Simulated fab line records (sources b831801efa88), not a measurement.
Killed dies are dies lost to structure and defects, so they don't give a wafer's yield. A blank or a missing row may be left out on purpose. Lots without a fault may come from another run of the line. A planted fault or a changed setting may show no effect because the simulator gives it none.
What tool caused it?	flow sky130	34 wafers from 12 lots sampled at 6 of the route's 708 steps

## WHAT EACH GAUGE READ, for each wafer
SKY_VT_ADJUST_LVTN_TW_MEAS_10.
lot	measured	on	VT_ADJUST_LVTN_TW
L272	day 7 04:05	film-metro-01	246.1 244.4 244.1
L274	day 7 18:28	film-metro-03	242.1 241.1 241.8
L275	day 8 02:13	film-metro-04	241.5 242.9 243.6
L277	day 8 10:38	film-metro-04	243.8 242.5 242.1
L278	day 8 18:47	film-metro-04	243.2 243.3 242.7
L279	day 9 01:59	film-metro-04	242.3 243.8 242.6
L280	day 9 08:20	film-metro-01	244.7 243.2 242.6
L284	day 10 08:22	film-metro-03	242.0 241.9
L287	day 11 03:43	film-metro-03	242.7 242.8
L291	day 12 06:37	film-metro-01	244.6 245.4 244.8
L293	day 12 21:50	film-metro-03	242.4 242.8 241.7
L294	day 13 22:55	film-metro-01	244.9 245.2 244.8

SKY_SD_N_RS_MEAS_17: uses a four-point probe to measure.
lot	measured	on	SD_P_RS (ohm/sq)
L272	day 28 03:23	film-metro-02	146.5 146.6 147.0
L274	day 28 23:19	film-metro-03	146.8 147.0 146.5
L275	day 29 06:13	film-metro-02	146.9 146.6 147.0
L277	day 29 23:25	film-metro-03	146.7 146.9 147.5
L278	day 30 11:25	film-metro-03	147.3 147.0 147.5
L279	day 30 17:25	film-metro-01	146.6 147.0 147.1
L280	day 30 20:16	film-metro-02	146.8 147.0 146.8
L284	day 32 10:12	film-metro-03	149.7 147.0
L287	day 32 22:57	film-metro-02	149.9 147.0
L291	day 34 06:45	film-metro-03	147.3 147.0 147.5
L293	day 35 01:32	film-metro-03	147.4 147.2 147.2
L294	day 36 13:26	film-metro-01	147.1 146.6 146.8

## EACH LOT AND THE TOOL THAT RAN IT (in order: tool; ch and the chambers of the sampled wafers; start)
lot	SKY_VT_ADJUST_HVTP_STRIP_10	SKY_VT_ADJUST_LVTN_STRIP_09	SKY_SD_P_IMPLANT_09	SKY_SD_P_STRIP_10
L272	plasma-asher-04 ch 0,1, day 6 08:37	plasma-asher-02 ch 0,1, day 7 03:59	implanter-02 ch 0, day 25 15:27	plasma-asher-04 ch 0,1, day 25 15:36
L274	plasma-asher-04 ch 0,1, day 6 22:20	plasma-asher-04 ch 0,1, day 7 18:22	implanter-02 ch 0, day 26 13:22	plasma-asher-03 ch 0,1, day 26 13:31
L275	plasma-asher-01 ch 0,1, day 7 07:11	plasma-asher-04 ch 0,1, day 8 02:07	implanter-02 ch 0, day 26 20:01	plasma-asher-01 ch 0,1, day 26 20:10
L277	plasma-asher-01 ch 0,1, day 7 15:05	plasma-asher-04 ch 0,1, day 8 10:31	implanter-02 ch 0, day 27 14:23	plasma-asher-03 ch 0,1, day 27 14:30
L278	plasma-asher-01 ch 0,1, day 7 23:18	plasma-asher-02 ch 0,1, day 8 18:40	implanter-02 ch 0, day 28 01:53	plasma-asher-01 ch 0,1, day 28 02:01
L279	plasma-asher-01 ch 0,1, day 8 04:39	plasma-asher-02 ch 0,1, day 9 01:52	implanter-02 ch 0, day 28 08:38	plasma-asher-01 ch 0,1, day 28 08:46
L280	plasma-asher-01 ch 0,1, day 8 10:56	plasma-asher-04 ch 0,1, day 9 08:14	implanter-03 ch 0, day 28 11:54	plasma-asher-01 ch 0,1, day 28 12:03
L284	plasma-asher-01 ch 0, day 9 10:05	plasma-asher-04 ch 0, day 10 08:16	implanter-03 ch 0, day 30 01:26	plasma-asher-03 ch 0,1, day 30 01:35
L287	plasma-asher-04 ch 1, day 10 03:44	plasma-asher-03 ch 0,1, day 11 03:37	implanter-03 ch 0, day 30 15:58	plasma-asher-03 ch 0,1, day 30 16:07
L291	plasma-asher-02 ch 0, day 11 07:28	plasma-asher-02 ch 1, day 12 06:31	implanter-01 ch 0, day 32 02:08	plasma-asher-01 ch 0,1, day 32 02:17
L293	plasma-asher-02 ch 0,1, day 11 21:18	plasma-asher-02 ch 0,1, day 12 21:43	implanter-01 ch 0, day 32 20:38	plasma-asher-01 ch 0,1, day 32 20:46
L294	plasma-asher-02 ch 0, day 12 21:15	plasma-asher-03 ch 0,1, day 13 22:49	implanter-01 ch 0, day 34 07:30	plasma-asher-03 ch 0, day 34 07:39
- SKY_VT_ADJUST_HVTP_STRIP_10: strips in O2/N2.
- SKY_VT_ADJUST_LVTN_STRIP_09: strips in O2/N2.
- SKY_SD_P_IMPLANT_09
- SKY_SD_P_STRIP_10: strips in O2/N2.

## WHAT THE TOOLS THEMSELVES READ (means of the sampled wafers that have a number; where no wafer has one, the mark that the record gives instead)
SKY_VT_ADJUST_HVTP_STRIP_10.
lot	tool	drypump-motor-current-A (A)	oes-product-au (a.u.)	strip-time-to-endpoint-s (s)
L272	plasma-asher-04	5.2	0.715	14.24
L274	plasma-asher-04	5.1	0.710	14.19
L275	plasma-asher-01	5.6	0.707	14.12
L277	plasma-asher-01	5.9	0.712	14.14
L278	plasma-asher-01	5.9	0.715	14.13
L279	plasma-asher-01	5.9	0.715	14.20
L280	plasma-asher-01	5.6	0.715	14.18
L284	plasma-asher-01	5.3	0.711	14.20
L287	plasma-asher-04	5.0	0.710	14.21
L291	plasma-asher-02	6.3	0.713	14.16
L293	plasma-asher-02	5.5	0.715	14.17
L294	plasma-asher-02	6.3	0.717	14.17

SKY_VT_ADJUST_LVTN_STRIP_09.
lot	tool	drypump-motor-current-A (A)	oes-product-au (a.u.)	strip-time-to-endpoint-s (s)
L272	plasma-asher-02	5.9	0.720	37.00
L274	plasma-asher-04	5.1	0.719	36.92
L275	plasma-asher-04	5.2	0.719	36.84
L277	plasma-asher-04	5.2	0.718	36.92
L278	plasma-asher-02	5.5	0.725	36.91
L279	plasma-asher-02	5.5	0.721	36.72
L280	plasma-asher-04	5.2	0.723	36.92
L284	plasma-asher-04	5.2	0.724	36.98
L287	plasma-asher-03	5.7	0.725	36.89
L291	plasma-asher-02	5.1	0.717	36.94
L293	plasma-asher-02	5.9	0.723	36.71
L294	plasma-asher-03	5.7	0.722	37.07

SKY_SD_P_STRIP_10.
lot	tool	drypump-motor-current-A (A)	oes-product-au (a.u.)	strip-time-to-endpoint-s (s)
L272	plasma-asher-04	5.2	0.620	17.53
L274	plasma-asher-03	5.7	0.618	17.57
L275	plasma-asher-01	5.9	0.618	17.45
L277	plasma-asher-03	5.6	0.617	17.49
L278	plasma-asher-01	5.6	0.614	17.48
L279	plasma-asher-01	5.9	0.620	17.50
L280	plasma-asher-01	5.8	0.615	17.54
L284	plasma-asher-03	5.7	0.614	17.28
L287	plasma-asher-03	5.7	0.625	17.32
L291	plasma-asher-01	5.9	0.617	17.51
L293	plasma-asher-01	5.9	0.622	17.50
L294	plasma-asher-03	5.7	0.617	17.48

## THE ANSWER, worked out from the rows above alone
Rule: the usual values come from the lots themselves. Put in order of their means at a reading, lots are off if they are a third of the lots or fewer, leave a main group of 4 or more, and stand apart from it by a gap of 3 or more times the standard deviation of the main group's means; of several such gaps the widest counts. A main group whose means are all the same, to the digits that the tables above print for the reading, isn't used. Also off: a lot with no number at a reading for which 4 or more lots have one. Where the step has rows for the other lots, those lots are counted as sound. The gauges are gone through in route order, then the tools' own readings, and for those a lot's mean is taken as printed above. The first step at which some lot is off is used, and at that step the reading that is off furthest; a lot without a number counts as furthest.
Off: at SKY_SD_N_RS_MEAS_17 (SD_P_RS), L284, L287. Mean 147.0 ohm/sq and standard deviation 0.21 in the main group.
A tool fits if, at a process step before that reading, it ran every lot that is off, and no sound lot after the first of them. Not tried: the gauges at SKY_SD_N_RS_MEAS_17; whatever is off there is also off at SKY_SD_P_STRIP_10, on other tools, and gauge error can't account for it. One fits: implanter-03 at SKY_SD_P_IMPLANT_09. A fault onset in the window from L280 (day 28 11:54, its last sound lot) to L284 (day 30 01:26, its first lot off) fits.

## WHAT HAD BEEN PUT IN BY THE SIMULATOR
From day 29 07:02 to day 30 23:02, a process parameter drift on implanter-03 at SKY_SD_P_IMPLANT_09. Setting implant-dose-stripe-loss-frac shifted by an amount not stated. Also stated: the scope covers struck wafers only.
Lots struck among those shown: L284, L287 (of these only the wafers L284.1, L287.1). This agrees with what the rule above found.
